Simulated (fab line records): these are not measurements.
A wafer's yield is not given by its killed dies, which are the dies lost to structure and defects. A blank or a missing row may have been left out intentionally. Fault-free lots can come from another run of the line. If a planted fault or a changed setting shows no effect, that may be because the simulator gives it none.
fab line records    flow sky130
record lots=13  wafers=39  last-day=50
route steps=708 shown PWDE@55 NWELL@78 SD_N@348 VIA2@509 PAD_OPEN@708
lots that met no fault: from a run of the same line without faults
start-h: hours from the record's first day to the start of the lot's first wafer shown    wait-h: hours elapsed since this lot's preceding step    " repeats the value in the row above    L1.1+2: a row that stands for several wafers    - either no value or no given start    * or withheld: withheld    < > ~ a bound
route shown NAME@n: a module of which the file shows steps, and the number in the route of the first    usual: mean/standard deviation of fault-free wafers    same: alike in all rows    chamber/n: place in a boat    sites: per-site readings    _std_site: the values' standard deviation    _edge_site: mean of outer sites minus mean of inner sites    radius-mm: how far each site lies from the wafer's centre    mask NAME#n: copy n    behind: the most recent tool/chamber to have shaped the wafer    hold: what put the lot on hold/how long, in hours/how the hold closed    device: the n, p or np transistor that did not switch    end of line: tests run on the same wafers once the route is complete    for a step that has no rows: nothing shown but its recipe    killed: not the wafer's yield, but the dies lost to structure and defects at the first sort    map: a wafer's dies, marking killed ones x, the rest . and places with no die _
set.NAME: the setting that was run; set.NAME@STEP: the one run at that earlier step    model.NAME: the simulator's own value behind a step, which no gauge read
the route's steps for a sample of lots (tables are steps, rows are wafers)
services: from which hour (start-h, from the record's first day; less than 0 if before it) a tool's chamber was out of use, for how many hours, and why
## steps
# step SKY_PWDE_TW_MEAS_10
# usual PWDE_TW=373.8/2.6
lot.wafer  tool           chamber  start-h  wait-h  PWDE_TW
L831.2     film-metro-02  -        69.57    0.1     371.9
L831.3     "              -        "        "       370.7
L831.5     "              -        "        "       369.8
L832.4     film-metro-02  -        73.54    0.1     372.1
L832.5     "              -        "        "       370.9
L832.6     "              -        "        "       370.0
L833.3     film-metro-03  -        79.71    0.1     373.7
L833.4     "              -        "        "       376.0
L833.6     "              -        "        "       373.6
L834.1     film-metro-03  -        83.76    0.1     375.3
L834.3     "              -        "        "       375.1
L834.6     "              -        "        "       375.4
L835.1     film-metro-03  -        95.16    0.1     374.1
L835.2     "              -        "        "       373.5
L835.5     "              -        "        "       372.2
L841.3     film-metro-02  -        123.17   0.1     371.2
L841.4     "              -        "        "       371.4
L841.6     "              -        "        "       372.5
L844.1     film-metro-03  -        140.45   0.1     376.8
L844.2     "              -        "        "       378.5
L844.6     "              -        "        "       375.9
L845.2     film-metro-02  -        145.66   0.1     374.2
L845.4     "              -        "        "       371.0
L845.5     "              -        "        "       372.7
L847.2     film-metro-03  -        155.77   0.1     377.7
L847.4     "              -        "        "       378.0
L847.5     "              -        "        "       377.1
L848.4     film-metro-03  -        162.73   0.1     379.0
L848.5     "              -        "        "       379.1
L848.6     "              -        "        "       378.4
L849.3     film-metro-03  -        168.92   0.1     375.9
L849.4     "              -        "        "       377.5
L849.6     "              -        "        "       376.3
L851.1     film-metro-03  -        179.10   0.1     377.7
L851.2     "              -        "        "       375.6
L851.3     "              -        "        "       376.0
L854.1     film-metro-02  -        197.70   0.1     370.1
L854.3     "              -        "        "       368.8
L854.6     "              -        "        "       370.8
# step SKY_NWELL_STRIP_25
# recipe chemistry=O2/N2  power-w=1400  pressure-mtorr=1500  platen-temp-c=withheld  o2-flow-sccm=3000  n2-flow-sccm=300  overash-fraction=0.5
# usual drypump-motor-current-A=5.8/0.56  oes-product-au=0.722/0.0048  strip-time-to-endpoint-s=36.93/0.1
# same overash-fraction=0.5
lot.wafer  tool             chamber  start-h  wait-h  drypump-motor-current-A  oes-product-au  rf-hours-counter-h  strip-time-to-endpoint-s
L831.2     plasma-asher-03  1        105.27   0.1     5.3                      0.716           28                  37.01
L831.3     "                0        "        "       6.5                      0.713           -                   37.08
L831.5     "                0        "        "       6.4                      0.719           -                   37.07
L832.4     plasma-asher-03  0        109.58   0.1     6.5                      0.713           -                   37.03
L832.5     "                0        "        "       6.5                      0.727           -                   37.09
L832.6     "                1        "        "       5.4                      0.724           -                   37.00
L833.3     plasma-asher-04  1        116.09   0.1     5.3                      0.726           -                   36.97
L833.4     "                0        "        "       5.3                      0.719           -                   36.79
L833.6     "                1        "        "       5.3                      0.715           -                   36.83
L834.1     plasma-asher-04  1        120.17   0.1     5.3                      0.719           44                  36.99
L834.3     "                0        "        "       5.3                      0.726           -                   37.06
L834.6     "                1        "        "       5.3                      0.716           -                   36.99
L835.1     plasma-asher-01  0        133.05   0.1     6.6                      0.718           1                   36.82
L835.2     "                1        "        "       5.4                      0.718           1                   36.89
L835.5     "                0        "        "       6.6                      0.729           -                   36.96
L841.3     plasma-asher-01  1        161.60   0.1     5.4                      0.721           -                   36.84
L841.4     "                0        "        "       6.6                      0.721           -                   36.90
L841.6     "                1        "        "       5.4                      0.724           -                   36.89
L844.1     plasma-asher-03  1        180.52   0.1     5.4                      0.723           35                  36.88
L844.2     "                0        "        "       6.4                      0.719           35                  36.78
L844.6     "                0        "        "       6.4                      0.721           -                   36.91
L845.2     plasma-asher-04  0        185.71   0.1     5.3                      0.716           50                  36.91
L845.4     "                0        "        "       5.3                      0.722           -                   36.89
L845.5     "                1        "        "       5.3                      0.731           -                   36.87
L847.2     plasma-asher-03  1        198.25   0.1     5.4                      0.721           37                  36.91
L847.4     "                1        "        "       5.3                      0.726           -                   36.89
L847.5     "                0        "        "       6.4                      0.727           -                   36.84
L848.4     plasma-asher-01  0        204.95   0.1     6.6                      0.720           -                   37.07
L848.5     "                1        "        "       5.4                      0.722           -                   37.03
L848.6     "                0        "        "       6.6                      0.727           -                   37.07
L849.3     plasma-asher-04  1        212.75   0.1     5.3                      0.725           -                   37.02
L849.4     "                0        "        "       5.3                      0.723           -                   36.96
L849.6     "                0        "        "       5.3                      0.718           -                   36.93
L851.1     plasma-asher-03  0        223.37   0.1     6.5                      0.710           39                  37.07
L851.2     "                1        "        "       5.4                      0.729           39                  37.02
L851.3     "                1        "        "       5.3                      0.728           -                   37.00
L854.1     plasma-asher-01  1        241.87   0.1     5.4                      0.717           12                  37.03
L854.3     "                1        "        "       5.4                      0.726           -                   37.02
L854.6     "                0        "        "       6.6                      0.717           -                   37.11
# step SKY_SD_N_DEVELOP_06
# recipe resist=NOVOLAK  developer=TMAH  develop-time-s=60  dev-temp-c=23
# usual developer-temp-C=23.00/0.11
lot.wafer  tool            chamber  start-h  wait-h  developer-temp-C
L831.2     litho-track-04  0        647.14   0.1     22.91
L831.3     "               0        "        "       23.08
L831.5     "               0        "        "       22.93
L832.4     litho-track-01  0        653.34   0.1     22.85
L832.5     "               0        "        "       22.89
L832.6     "               0        "        "       22.96
L833.3     litho-track-01  0        660.16   0.1     23.03
L833.4     "               0        "        "       23.18
L833.6     "               0        "        "       23.08
L834.1     litho-track-03  0        663.62   0.1     22.99
L834.3     "               0        "        "       22.92
L834.6     "               0        "        "       22.99
L835.1     litho-track-01  0        687.31   0.1     22.77
L835.2     "               0        "        "       22.89
L835.5     "               0        "        "       22.84
L841.3     litho-track-03  0        729.57   0.1     23.00
L841.4     "               0        "        "       23.09
L841.6     "               0        "        "       22.95
L844.1     litho-track-03  0        755.92   0.1     20.74
L844.2     "               0        "        "       20.84
L844.6     "               0        "        "       20.85
L845.2     litho-track-03  0        758.69   0.1     20.74
L845.4     "               0        "        "       20.79
L845.5     "               0        "        "       20.83
L847.2     litho-track-01  0        776.14   0.1     22.87
L847.4     "               0        "        "       22.79
L847.5     "               0        "        "       22.81
L848.4     litho-track-01  0        783.29   0.1     22.84
L848.5     "               0        "        "       22.77
L848.6     "               0        "        "       22.88
L849.3     litho-track-04  0        791.37   0.1     23.02
L849.4     "               0        "        "       23.07
L849.6     "               0        "        "       23.00
L851.1     litho-track-01  0        803.71   0.1     23.13
L851.2     "               0        "        "       23.17
L851.3     "               0        "        "       23.12
L854.1     litho-track-04  0        820.52   0.1     22.93
L854.3     "               0        "        "       22.96
L854.6     "               0        "        "       22.90
# step SKY_VIA2_CMP_02
# recipe material=SiO2  down-force-psi=4  platen-rpm=60  pad-velocity-m-s=0.94248
# usual head-pressure-psi=4.000/0.0093  motor-current-A=11.5/0.94  retaining-ring-pressure-frac=1.000/0.0055  slurry-flow-ml-min=150.1/0.47
lot.wafer  tool    chamber  start-h  wait-h  head-pressure-psi  motor-current-A  retaining-ring-pressure-frac  slurry-flow-ml-min
L831.3     cmp-02  0        823.20   0.1     4.000              10.4             1.002                         150.0
L831.2     "       1        "        "       4.006              11.7             1.000                         150.3
L831.5     "       0        "        "       4.017              10.3             1.013                         150.5
L832.4     cmp-01  3        832.44   0.1     4.009              11.6             0.999                         149.9
L832.6     "       1        "        "       3.997              10.4             0.994                         149.9
L832.5     "       2        "        "       4.010              10.5             1.011                         150.9
L833.3     cmp-02  0        835.04   0.1     4.011              10.6             1.002                         150.7
L833.4     "       1        "        "       3.994              12.1             0.995                         150.3
L833.6     "       0        "        "       4.001              10.2             0.992                         150.6
L834.3     cmp-01  1        837.93   0.0     4.022              9.9              1.001                         150.1
L834.1     "       2        "        "       3.990              10.8             1.008                         149.9
L834.6     "       2        "        "       4.002              10.3             1.001                         150.4
L835.2     cmp-01  2        861.39   0.1     4.004              9.9              1.007                         150.3
L835.1     "       3        "        "       3.999              12.4             1.003                         150.5
L835.5     "       0        "        "       3.998              13.0             0.999                         149.1
L841.3     cmp-02  1        899.97   0.1     3.990              12.1             1.000                         149.8
L841.4     "       3        "        "       3.996              11.5             0.996                         150.3
L841.6     "       1        "        "       3.995              11.8             0.998                         149.9
L844.2     cmp-01  1        924.37   0.0     4.007              10.5             1.009                         150.0
L844.1     "       2        "        "       4.007              11.4             1.000                         150.0
L844.6     "       1        "        "       4.006              10.2             1.012                         149.2
L845.2     cmp-02  1        928.15   0.0     4.016              12.3             1.001                         150.9
L845.4     "       3        "        "       3.991              11.3             1.002                         150.1
L845.5     "       1        "        "       3.997              12.2             0.989                         150.3
L847.4     cmp-02  2        941.65   0.1     4.001              12.0             1.005                         149.9
L847.2     "       0        "        "       3.992              10.5             1.003                         150.0
L847.5     "       2        "        "       4.015              12.5             0.991                         150.1
L848.4     cmp-02  2        948.09   0.0     4.001              12.3             0.996                         149.3
L848.6     "       2        "        "       4.010              12.1             1.000                         149.6
L848.5     "       3        "        "       3.999              11.9             0.999                         150.5
L849.3     cmp-02  2        957.60   0.1     4.016              12.2             0.997                         150.0
L849.4     "       3        "        "       4.005              11.5             1.002                         149.8
L849.6     "       2        "        "       4.000              12.4             1.012                         149.7
L851.2     cmp-01  0        967.64   0.0     3.992              12.1             0.991                         149.4
L851.3     "       1        "        "       4.007              10.8             0.999                         149.1
L851.1     "       3        "        "       4.001              12.1             1.003                         150.0
L854.3     cmp-02  1        985.74   0.0     3.989              13.1             1.002                         149.8
L854.1     "       3        "        "       4.004              11.5             1.006                         150.1
L854.6     "       2        "        "       3.999              12.1             0.996                         150.0
# step SKY_PAD_OPEN_PROBE_99
# usual killed_at_M0_to_M3=42/6.1  killed_at_M4_up=3.4/2  killed-at-contacts=23/4.8  killed-at-front-end=15/3.8  killed-at-other=0.3/0.48  killed-dies=84/8.5  killed-open=46/6.8  killed-short=38/6.2
# same gross-dies=492  killed-at-back-side=0
lot.wafer  tool       chamber  start-h  wait-h  killed_at_M0_to_M3  killed_at_M4_up  killed-at-contacts  killed-at-front-end  killed-at-other  killed-dies  killed-open  killed-short
L847.2     prober-01  -        1171.09  0.1     45                  2                25                  15                   0                87           51           35
L847.4     prober-01  -        1171.19  0.2     38                  3                30                  11                   0                82           46           36
L847.5     prober-01  -        1171.24  0.2     38                  5                18                  18                   0                79           38           40
L848.4     prober-02  -        1172.97  0.2     47                  4                20                  13                   0                84           44           40
L848.5     prober-02  -        1173.02  0.2     39                  1                17                  13                   0                70           40           30
L848.6     prober-02  -        1173.07  0.2     40                  4                24                  19                   0                87           47           40
# killed by level:class
L847.2 VIA1:geometric-particle:open=14 VIA1:geometric-particle:short=7 CONTACT:geometric-particle:open=7 VIA3:geometric-particle:open=6 POLY_GATE:geometric-particle:open=5 LI_CONTACT:geometric-particle:open=5 LI_CONTACT:geometric-particle:short=4 CONTACT:geometric-particle:short=4
L847.4 CONTACT:geometric-particle:open=15 VIA1:geometric-particle:open=10 CONTACT:geometric-particle:short=7 VIA1:geometric-particle:short=7 VIA2:geometric-particle:open=7 FIELD_ISO:geometric-particle:open=4 LOCAL_INTERCONNECT:geometric-particle:short=4 POLY_GATE:geometric-particle:short=3
L847.5 CONTACT:geometric-particle:open=6 VIA2:geometric-particle:open=6 FIELD_ISO:geometric-particle:short=5 METAL1:geometric-particle:short=5 VIA3:geometric-particle:open=5 FIELD_ISO:geometric-particle:open=4 LI_CONTACT:geometric-particle:open=4 METAL4:geometric-particle:short=4
L848.4 VIA1:geometric-particle:open=14 CONTACT:geometric-particle:open=7 VIA3:geometric-particle:open=7 VIA3:geometric-particle:short=6 FIELD_ISO:geometric-particle:short=5 METAL1:geometric-particle:short=5 LI_CONTACT:geometric-particle:short=4 CONTACT:geometric-particle:short=4
L848.5 VIA1:geometric-particle:open=12 CONTACT:geometric-particle:open=6 LOCAL_INTERCONNECT:geometric-particle:short=5 METAL2:geometric-particle:short=5 VIA2:geometric-particle:open=5 VIA3:geometric-particle:open=5 VIA1:geometric-particle:short=4 VIA2:geometric-particle:short=4
L848.6 CONTACT:geometric-particle:open=12 VIA1:geometric-particle:open=8 CONTACT:geometric-particle:short=7 SPACER:geometric-particle:open=5 METAL1:geometric-particle:short=5 VIA2:geometric-particle:open=5 VIA3:geometric-particle:open=5 POLY_GATE:geometric-particle:short=4
## services
tool    chamber  start-h  hours  kind
cmp-02  -        119.98   4.0    repair
cmp-02  -        167.19   0.6    repair
cmp-02  -        183.13   0.7    repair
cmp-02  -        209.69   0.7    repair
cmp-02  -        220.55   1.8    repair
cmp-02  -        255.29   0.6    repair
cmp-02  -        260.70   1.0    repair
cmp-02  -        330.30   3.5    pm
cmp-02  -        404.00   4.0    pm
cmp-02  -        410.33   0.4    repair
cmp-02  -        441.88   4.0    repair
cmp-02  -        446.21   4.9    pm
cmp-02  -        519.35   0.8    repair
cmp-02  -        562.07   16.5   repair
cmp-02  -        603.80   2.0    repair
cmp-02  -        604.82   1.6    repair
cmp-02  -        632.99   0.4    repair
cmp-02  -        637.11   0.3    repair
cmp-02  -        671.85   1.3    repair
cmp-02  -        744.00   4.0    pm
cmp-02  -        790.68   0.4    repair
cmp-02  -        815.23   2.9    pm
cmp-02  -        844.32   3.1    repair
cmp-02  -        960.10   1.4    repair
## key
first-sign step=SKY_SD_N_DEVELOP_06  reading=developer-temp-C  direction=down  sigmas=19  usual=*  struck=*
effect none on later readings
met-at SKY_SD_N_DEVELOP_06
struck-lots L844,L845
tester-left-out L844,L845
not-acting-at SKY_PWDE_TW_MEAS_10,SKY_NWELL_STRIP_25,SKY_VIA2_CMP_02
onset-between 729.57 755.92
fault kind=process-parameter-drift  tool=litho-track-03  chamber=-  onset-h=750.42  steps=SKY_SD_N_DEVELOP_06  channel=dev-temp-c  offset=*  shape=step  end-h=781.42  acts-in=*  stated=*
# tester-left-out: of these lots the tester's yield and bins aren't shown, on N5 and GAA mostly nor the transistor test; their killed dies are dies lost to structure and defects alone, not to doping, threshold or leakage, so they don't give the yield
